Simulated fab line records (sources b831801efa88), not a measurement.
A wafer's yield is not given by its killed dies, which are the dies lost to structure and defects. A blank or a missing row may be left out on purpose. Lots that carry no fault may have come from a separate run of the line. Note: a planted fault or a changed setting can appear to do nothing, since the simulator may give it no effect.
fab line records | flow sky130
record: lots: 4 wafers: 12 last_day: 50
route steps=708 shown GATE_OXIDE@192 POLY_GATE@204 RES_PROTECT@206 PAD_OPEN@708
lots untouched by any fault: they come from a run of this same line in which no faults occurred
start_h: start of the lot's first displayed wafer, in hours after the record's first day | wait_h: time in hours since the lot's previous step | " same as the row above | L1.1+2: one row covering several wafers at once | - no value, or no start was given | * or withheld: withheld | < > ~ a bound
route shown NAME@n: names a module that has steps shown in the file, with the first one's number in the route | usual: mean/standard deviation taken from wafers without a fault | same: alike in all rows | chamber/n: place in a boat | sites: per-site readings | _std_site: the standard deviation of these | _edge_site: inner sites' mean taken away from outer sites' mean | radius_mm: how far each site lies from the wafer's centre | mask NAME#n: copy n | behind: the most recent tool/chamber to have shaped the wafer | hold: what put the lot on hold/how long, in hours/how the hold closed | device: which transistor (n, p or np) failed to switch | end of line: the tests these same wafers got at the end of their route | a step given without rows: its recipe and nothing more | killed: count of dies lost to structure and defects at first sort (not the wafer's yield) | map: the dies of a wafer, with x for killed, . for not killed, _ for no die there
set.NAME: the setting that was run; set.NAME@STEP: the one run at that earlier step | model.NAME: the simulator's own value behind a step, which no gauge read
lots seen at some steps along the route; tables by step, rows by wafer
services: a tool's chamber out of use, with start hour (start_h, from the record's first day; less than 0 if before it), hours out, and reason
== steps ==
step: SKY_GATE_OXIDE_COAT_05
recipe: resist: NOVOLAK spin_rpm: 3000 resist_thk_nm: 1140
step: SKY_GATE_OXIDE_SOFTBAKE_06
recipe: temp_c: 90 time_s: 60 resist: NOVOLAK
step: SKY_GATE_OXIDE_EXPOSE_07
recipe: mask_id: LVOM na: 0.6 source_shape: conventional sigma_outer: 0.6 polarization: unpolarized target_cd_nm: 600 dose_mj: 170
step: SKY_GATE_OXIDE_PEB_08
recipe: temp_c: withheld time_s: * resist: NOVOLAK
step: SKY_GATE_OXIDE_DEVELOP_09
recipe: resist: NOVOLAK developer: TMAH develop_time_s: 60 dev_temp_c: 23
step: SKY_GATE_OXIDE_IMPLANT_11
recipe: species: B energy_kev: 10 dose_cm2: 2.6e+12 tilt_deg: withheld
step: SKY_GATE_OXIDE_WET_ETCH_12
recipe: chemistry: dHF target_depth_nm: 16.8 dry: n2_spin target: SiO2 dilution: 100:1 temp_c: 25 time_s: 336
step: SKY_GATE_OXIDE_STRIP_13
recipe: chemistry: O2/N2 power_w: 1400 pressure_mtorr: 1500 platen_temp_c: withheld o2_flow_sccm: 3000 n2_flow_sccm: 300 overash_fraction: 0.5
step: SKY_GATE_OXIDE_CLEAN_15
recipe: chemistry: SC1/SC2 mix: 1:4:20 temp_c: 70 time_s: 150 dry: n2_spin
step: SKY_GATE_OXIDE_OXIDATION_16
recipe: temp_c: 800 ambient: O2 idle_temp_c: 700 ramp_up_c_per_min: 10 ramp_down_c_per_min: 3 stabilise_s: 600 purge_s: 300 target_thk_a: 35.7 ox_time_s: 1915
step: SKY_POLY_GATE_CVD_00
recipe: material: poly-Si target_thk_nm: 180 temp_c: 620 time_s: 720 pressure_mtorr: 200
usual: susceptor_temp_C: 620.00/0.29
columns lot.wafer tool chamber start_h wait_h susceptor_temp_C model.poly-Si_of_POLY_GATE_CVD_00.thk_nm
L133.1 lpcvd-01 0 319.68 0.0 619.87 181.6
L133.5 " 0 " " 620.25 182
L133.6 " 0 " " 619.86 180.9
L140.4 lpcvd-01 0 398.19 0.0 620.11 137.3
L140.5 " 0 " " 619.98 134.4
L140.6 " 0 " " 619.56 136.5
L141.3 lpcvd-01 0 398.19 0.0 619.67 136.2
L141.4 " 0 " " 620.12 136.8
L141.6 " 0 " " 619.73 135.4
L151.1 lpcvd-01 1 479.35 0.0 619.91 180.1
L151.2 " 1 " " 620.30 179.9
L151.6 " 1 " " 619.77 178.8
step: SKY_POLY_GATE_THK_MEAS_01
recipe: reads: poly-Si_of_POLY_GATE_CVD_00
usual: POLY_GATE_CVD_00_THK: 180.3/1.3
columns lot.wafer tool chamber start_h wait_h POLY_GATE_CVD_00_THK[nm]
L133.1 film_metro-03 - 320.88 0.0 181.7
L133.5 " - " " 182.2
L133.6 " - " " 180.8
L141.3 film_metro-02 - 399.41 0.0 136.2
L141.4 " - " " 136.7
L141.6 " - " " 135.5
L140.4 film_metro-04 - 399.42 0.0 137.4
L140.5 " - " " 134.5
L140.6 " - " " 136.6
L151.1 film_metro-02 - 480.55 0.0 180.0
L151.2 " - " " 180.0
L151.6 " - " " 178.8
step: SKY_RES_PROTECT_DEHYDRATE_00
recipe: temp_c: 200 time_s: 60
step: SKY_RES_PROTECT_HMDS_01
recipe: prime_time_s: 60 prime_temp_c: 120
step: SKY_RES_PROTECT_COAT_02
recipe: resist: NOVOLAK spin_rpm: 3000 resist_thk_nm: 1140
step: SKY_RES_PROTECT_SOFTBAKE_03
recipe: temp_c: 90 time_s: 60 resist: NOVOLAK
step: SKY_RES_PROTECT_EXPOSE_04
recipe: mask_id: RPM na: 0.6 source_shape: conventional sigma_outer: 0.6 polarization: unpolarized target_cd_nm: 1270 dose_mj: 131
step: SKY_RES_PROTECT_PEB_05
recipe: temp_c: withheld time_s: * resist: NOVOLAK
step: SKY_RES_PROTECT_DEVELOP_06
recipe: resist: NOVOLAK developer: TMAH develop_time_s: 60 dev_temp_c: 23
step: SKY_POLY_GATE_IMPLANT_02
recipe: species: P energy_kev: 30 dose_cm2: 7.7e+15 tilt_deg: 0
step: SKY_RES_PROTECT_STRIP_07
recipe: chemistry: O2/N2 power_w: 1400 pressure_mtorr: 1500 platen_temp_c: withheld o2_flow_sccm: 3000 n2_flow_sccm: 300 overash_fraction: 0.5
step: SKY_RES_PROTECT_CLEAN_09
recipe: chemistry: SC1/SC2 mix: 1:4:20 temp_c: 70 time_s: 150 dry: n2_spin
columns lot.wafer tool chamber start_h wait_h model.poly-Si_of_POLY_GATE_CVD_00.thk_nm
L133.1 wet_bench-04 1 347.45 0.1 181
L133.5 " 1 " " 181.4
L133.6 " 1 " " 180.3
L140.4 wet_bench-04 3 428.05 0.0 136.7
L140.5 " 3 " " 133.8
L140.6 " 3 " " 135.9
L141.3 wet_bench-03 0 428.08 0.0 135.6
L141.4 " 0 " " 136.2
L141.6 " 0 " " 134.8
L151.1 wet_bench-03 3 512.30 0.1 179.4
L151.2 " 3 " " 179.3
L151.6 " 3 " " 178.1
step: SKY_POLY_GATE_CVD_03
recipe: material: Si3N4 precursor: DCS/NH3 target_thk_nm: 75 temp_c: 770 time_s: 1290 pressure_mtorr: 250
step: SKY_POLY_GATE_DEHYDRATE_05
recipe: temp_c: 200 time_s: 60
step: SKY_POLY_GATE_HMDS_06
recipe: prime_time_s: 60 prime_temp_c: 120
step: SKY_POLY_GATE_COAT_07
recipe: resist: BARC temp_c: withheld time_s: withheld spin_rpm: 3000 resist_thk_nm: 110
step: SKY_POLY_GATE_COAT_08
recipe: resist: KrF-thick spin_rpm: 3000 resist_thk_nm: 450
step: SKY_POLY_GATE_SOFTBAKE_09
recipe: temp_c: 100 time_s: 90 resist: KrF-thick
step: SKY_POLY_GATE_EXPOSE_10
recipe: mask_id: P1M na: 0.68 source_shape: conventional sigma_outer: 0.6 target_cd_nm: 150 dose_mj: 28
step: SKY_POLY_GATE_PEB_11
recipe: peb_temp_c: withheld peb_time_s: withheld resist: KrF-thick
step: SKY_POLY_GATE_DEVELOP_12
recipe: develop_time_s: 60 resist: KrF-thick dev_temp_c: 21
step: SKY_POLY_GATE_ETCH_15
recipe: chemistry: N2/H2 target: BARC ion_energy_ev: 200 source_w: 500 bias_w: 100 pressure_mtorr: 30 n2_flow_sccm: 100 h2_flow_sccm: 200 stop_on: SiO2 time_s: 118.5 target_depth_a: 1100
step: SKY_POLY_GATE_ETCH_16
recipe: stop_on: poly-Si chemistry: CH3F/O2 target: Si3N4 source_w: 400 bias_w: 80 pressure_mtorr: 25 ch3f_flow_sccm: 40 O2_flow_sccm: 30 time_s: 147.5 target_depth_a: 750
step: SKY_POLY_GATE_ETCH_17
recipe: target_depth_nm: 180 stop_on: SiO2 over_etch_frac: 0.56667 chemistry: HBr/Cl2 target: poly-Si icp_w: 400 bias_w: 100 pressure_mtorr: 10 HBr_flow_sccm: 150 Cl2_flow_sccm: 50 time_s: 70.5
usual: bias_w: 100.07/0.28 drypump_motor_current_A: 5.6/0.58 oes_product_au: 0.989/0.0067 rf_fwd_power_W: 396.0/1.4 throttle_valve_pct: 33.684/0.009
columns lot.wafer tool chamber start_h wait_h bias_w drypump_motor_current_A oes_product_au rf_fwd_power_W rf_hours_counter_h throttle_valve_pct model.etch.depth_nm model.POLY_GATE.feature_depth_nm
L133.1 rie_si-02 3 376.30 0.0 100.48 6.7 1.000 395.1 76 33.691 181 181
L133.5 " 2 " " 99.87 5.4 0.995 398.5 - 33.683 179.7 179.7
L133.6 " 1 " " 100.31 5.0 0.991 394.7 - 33.680 180.3 180.3
L141.3 rie_si-02 3 463.88 0.0 99.81 6.7 0.821 397.4 0 33.689 135.6 135.6
L141.4 " 0 " " 100.14 4.7 0.823 397.0 1 33.693 136.2 136.2
L141.6 " 2 " " 100.16 5.4 0.812 398.0 - 33.685 134.8 134.8
L140.4 rie_si-01 0 464.13 0.1 99.91 5.7 0.819 394.4 - 33.688 136.7 136.7
L140.5 " 1 " " 99.76 6.0 0.809 399.0 - 33.689 133.8 133.8
L140.6 " 2 " " 99.81 5.6 0.814 396.0 - 33.691 135.9 135.9
L151.1 rie_si-02 3 545.05 0.0 99.92 6.7 1.001 394.2 0 33.669 179.4 179.4
L151.2 " 0 " " 100.20 4.8 0.990 396.2 1 33.679 179.3 179.3
L151.6 " 3 " " 100.60 6.7 0.990 395.8 - 33.695 178.1 178.1
step: SKY_POLY_GATE_STRIP_18
recipe: chemistry: O2/N2 power_w: 1400 pressure_mtorr: 1500 platen_temp_c: withheld o2_flow_sccm: 3000 n2_flow_sccm: 300 overash_fraction: 0.5
step: SKY_PAD_OPEN_PROBE_99
usual: killed_at_M0_to_M3: 44/8.6 killed_at_M4_up: 3.4/1.9 killed_at_contacts: 23/5.7 killed_at_front_end: 15/4.5 killed_at_other: 0.4/0.62 killed_dies: 86/11 killed_open: 46/7.6 killed_short: 39/6.3
same: gross_dies: 492 killed_at_back_side: 0
columns lot.wafer tool chamber start_h wait_h killed_at_M0_to_M3 killed_at_M4_up killed_at_contacts killed_at_front_end killed_at_other killed_dies killed_open killed_short model.etest.res_xhigh_po.line_ohm_um model.etest.res_xhigh_po.rs_ohm_sq model.etest.res_high_po.line_ohm_um model.etest.res_poly.line_ohm_um model.etest.tip_sonos.rs_ohm_sq model.etest.res_high_po.rs_ohm_sq model.etest.licon_high_po.rc_ohm model.etest.res_poly.rs_ohm_sq
L133.1 prober-01 - 1089.48 0.1 51 4 20 16 1 92 55 37 6103 2150 754.5 525.3 2726 268.8 366.6 49.07
L133.5 prober-01 - 1089.68 0.2 59 8 27 17 0 111 54 57 5912 2068 752.8 507.9 2721 262.7 353.3 48.07
L133.6 prober-01 - 1089.73 0.2 37 3 16 24 0 80 44 36 5790 2031 739.4 487.1 2748 259.9 341.7 48.03
L141.3 prober-02 - 1143.39 0.2 46 5 16 10 0 77 44 33 5203 1815 884 641.5 2595 310.4 318.9 60.23
L141.4 prober-02 - 1143.44 0.2 55 3 17 8 0 83 42 41 5047 1770 869.4 628.2 2590 304.5 301.7 59.12
L141.6 prober-02 - 1143.54 0.2 53 0 18 13 2 86 39 47 5435 1852 911.2 676.3 2609 318.7 309.4 60.9
L140.4 prober-01 - 1144.96 0.2 40 4 16 23 0 83 40 43 5214 1831 894.8 637.3 2586 311.5 308.6 59.82
L140.5 prober-01 - 1145.01 0.2 50 2 16 15 0 83 45 37 5224 1857 903.9 647 2572 316.6 304.3 61.22
L140.6 prober-01 - 1145.06 0.2 41 2 24 15 1 83 52 31 5207 1849 895.9 628.4 2526 312.1 315.9 60.55
L151.1 prober-01 - 1189.34 0.1 38 2 20 13 1 74 40 32 5452 1909 729.6 498.9 2610 258.1 350.9 47.91
L151.2 prober-01 - 1189.39 0.1 49 3 25 11 1 89 54 35 6063 2097 781.5 544 2640 270.9 370.6 49.34
L151.6 prober-01 - 1189.59 0.2 66 3 31 11 0 111 63 48 5593 1927 757 525 2646 262 372.1 48.42
killed by level:class
L133.1 VIA1:geometric_particle:open=14 VIA2:geometric_particle:open=9 LI_CONTACT:geometric_particle:open=8 METAL2:geometric_particle:short=8 VIA3:geometric_particle:open=5 POLY_GATE:geometric_particle:open=4 CONTACT:geometric_particle:short=4 CONTACT:geometric_particle:open=4
L133.5 VIA1:geometric_particle:open=14 CONTACT:geometric_particle:open=10 VIA1:geometric_particle:short=10 LOCAL_INTERCONNECT:geometric_particle:short=7 VIA2:geometric_particle:open=7 VIA3:geometric_particle:open=7 METAL4:geometric_particle:short=7 POLY_GATE:geometric_particle:short=6
L133.6 VIA1:geometric_particle:open=10 POLY_GATE:geometric_particle:open=8 LI_CONTACT:geometric_particle:open=5 METAL1:geometric_particle:short=5 VIA1:geometric_particle:short=5 VIA3:geometric_particle:open=4 LOCAL_INTERCONNECT:geometric_particle:short=4 CONTACT:geometric_particle:open=4
L141.3 VIA1:geometric_particle:open=11 VIA3:geometric_particle:open=7 CONTACT:geometric_particle:open=6 VIA2:geometric_particle:open=5 METAL4:geometric_particle:short=5 METAL1:geometric_particle:short=5 VIA1:geometric_particle:short=5 LI_CONTACT:geometric_particle:open=4
L141.4 VIA3:geometric_particle:open=13 VIA1:geometric_particle:open=10 VIA2:geometric_particle:open=7 METAL1:geometric_particle:short=6 CONTACT:geometric_particle:open=5 VIA3:geometric_particle:short=5 LOCAL_INTERCONNECT:geometric_particle:short=4 CONTACT:geometric_particle:short=4
L141.6 VIA3:geometric_particle:open=8 VIA3:geometric_particle:short=8 CONTACT:geometric_particle:open=7 METAL2:geometric_particle:short=6 VIA1:geometric_particle:open=6 LOCAL_INTERCONNECT:geometric_particle:short=5 VIA2:geometric_particle:short=5 VIA2:geometric_particle:open=5
L140.4 FIELD_ISO:geometric_particle:short=8 CONTACT:geometric_particle:open=8 VIA3:geometric_particle:open=6 FIELD_ISO:geometric_particle:open=5 POLY_GATE:geometric_particle:short=5 VIA1:geometric_particle:open=5 METAL2:geometric_particle:short=5 VIA2:geometric_particle:open=5
L140.5 VIA1:geometric_particle:open=13 VIA2:geometric_particle:open=7 VIA1:geometric_particle:short=7 METAL1:geometric_particle:short=7 LI_CONTACT:geometric_particle:open=6 LOCAL_INTERCONNECT:geometric_particle:short=5 FIELD_ISO:geometric_particle:open=4 METAL2:geometric_particle:short=4
L140.6 VIA1:geometric_particle:open=15 CONTACT:geometric_particle:open=11 LI_CONTACT:geometric_particle:open=7 VIA3:geometric_particle:open=7 POLY_GATE:geometric_particle:short=6 VIA2:geometric_particle:open=5 METAL1:geometric_particle:short=4 VIA1:geometric_particle:short=4
L151.1 LI_CONTACT:geometric_particle:open=7 VIA3:geometric_particle:open=7 METAL2:geometric_particle:short=6 VIA1:geometric_particle:open=6 VIA2:geometric_particle:open=6 LOCAL_INTERCONNECT:geometric_particle:short=5 CONTACT:geometric_particle:open=5 METAL1:geometric_particle:short=3
L151.2 VIA1:geometric_particle:open=13 CONTACT:geometric_particle:open=13 VIA2:geometric_particle:open=8 VIA3:geometric_particle:open=7 VIA1:geometric_particle:short=6 CONTACT:geometric_particle:short=5 FIELD_ISO:geometric_particle:short=4 LI_CONTACT:geometric_particle:open=4
L151.6 VIA1:geometric_particle:open=20 CONTACT:geometric_particle:open=12 VIA3:geometric_particle:open=10 LOCAL_INTERCONNECT:geometric_particle:short=7 VIA1:geometric_particle:short=6 VIA2:geometric_particle:open=6 CONTACT:geometric_particle:short=5 METAL1:geometric_particle:short=5
== services ==
columns tool chamber start_h hours kind
rie_si-02 2 297.50 11.8 repair
lpcvd-01 - 321.08 6.0 pm
rie_si-02 0 362.53 - clean
rie_si-02 0 362.53 20.6 scheduled_down
rie_si-02 0 362.53 20.6 vent_cycle
rie_si-02 1 383.13 - clean
rie_si-02 1 383.13 22.8 scheduled_down
rie_si-02 1 383.13 22.8 vent_cycle
rie_si-02 0 391.91 8.0 repair
wet_bench-04 - 399.80 1.8 repair
rie_si-02 2 405.91 - clean
rie_si-02 2 405.91 16.3 scheduled_down
rie_si-02 2 405.91 16.3 vent_cycle
rie_si-02 3 422.23 - clean
rie_si-02 3 422.23 25.6 scheduled_down
rie_si-02 3 422.23 25.6 vent_cycle
lpcvd-01 - 438.65 4.3 pm
rie_si-01 3 463.21 3.3 repair
rie_si-01 - 470.57 14.6 pm
rie_si-02 - 508.92 2.8 pm
== key ==
first_sign: step: SKY_POLY_GATE_THK_MEAS_01 reading: POLY_GATE_CVD_00_THK direction: down sigmas: 35 usual: 180.3 struck: 136.1
effect: step: SKY_POLY_GATE_ETCH_17 reading: oes_product_au direction: down sigmas: 26 usual: 0.989 struck: 0.816
model_effect: step: SKY_POLY_GATE_CVD_00 value: poly-Si_of_POLY_GATE_CVD_00.thk_nm without: 181.2 struck: 136.1
model_effect: step: SKY_RES_PROTECT_CLEAN_09 value: poly-Si_of_POLY_GATE_CVD_00.thk_nm without: 180.6 struck: 135.5
model_effect: step: SKY_POLY_GATE_ETCH_17 value: etch.depth_nm without: 180.1 struck: 135.5
model_effect: step: SKY_PAD_OPEN_PROBE_99 value: etest.res_xhigh_po.line_ohm_um without: 5665 struck: 5222
met_at SKY_POLY_GATE_CVD_00
struck_wafers L140.4,L140.5,L140.6,L141.3,L141.4,L141.6
tester_left_out L140,L141
onset_between 319.68 398.19
fault: kind: process_parameter_drift tool: lpcvd-01 chamber: 0 onset_h: 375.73 steps: SKY_POLY_GATE_CVD_00 channel: target_thk_nm offset: -45.099 shape: step end_h: 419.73 stated: 180
tester_left_out: of these lots the tester's yield and bins aren't shown, on N5 and GAA mostly nor the transistor test; their killed dies are dies lost to structure and defects alone, not to doping, threshold or leakage, so they don't give the yield
